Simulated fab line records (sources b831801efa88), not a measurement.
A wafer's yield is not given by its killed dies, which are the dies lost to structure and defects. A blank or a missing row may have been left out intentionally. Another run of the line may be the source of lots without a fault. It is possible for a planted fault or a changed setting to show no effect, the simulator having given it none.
Matching of chambers + flow sky130 + 4 sister chambers for SKY_VIA1_CMP_24 on cmp-01
The step polishes, stops on SiO2, t overpolish 15 s, target thk 0 nm. 4 wafers are shown with their chamber, then 7 later ones without.

WAFERS, EACH WITH ITS CHAMBER
| wafer  | chamber | motor-current-A (A) |
|--------|---------|---------------------|
| L810.1 | 3       | 9.1                 |
| L810.3 | 2       | 11.8                |
| L816.1 | 0       | 13.1                |
| L816.2 | 1       | 11.7                |

WAFERS WITHOUT THEIR CHAMBER
| wafer  | motor-current-A (A) |
|--------|---------------------|
| L816.3 | 9.3                 |
| L819.2 | 9.1                 |
| L819.3 | 11.5                |
| L819.6 | 11.4                |
| L822.2 | 11.1                |
| L822.4 | 12.3                |
| L822.5 | 10.7                |

CHAMBER TAKEN BY EACH
| wafer  | from the rows above          | in truth |
|--------|------------------------------|----------|
| L816.3 | 3                            | 3        |
| L819.2 | 3                            | 3        |
| L819.3 | can't be placed: 1 or 2      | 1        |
| L819.6 | can't be placed: 1 or 2      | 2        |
| L822.2 | can't be placed: 1 or 2      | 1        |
| L822.4 | can't be placed: 2 or 1 or 0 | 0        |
| L822.5 | can't be placed: 1 or 2 or 3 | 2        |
Correct placement for 2 of the 7. From these rows, 5 cannot be placed; in 5 the true chamber is one of the candidates. Wrongly placed: 0.
How it was worked out, from the rows above alone: a wafer's distance from a chamber is the root of the sum, over the readings, of the square of ((its reading less the chamber's mean) divided by the reading's scatter). If the next closest chamber is less than 2 further off than the closest, the wafer can't be placed; otherwise it belongs to the closest. Each chamber's mean is taken over the wafers shown for it. The scatter: root of mean squared gap, hidden wafer to nearest shown wafer, with one shown wafer a chamber.
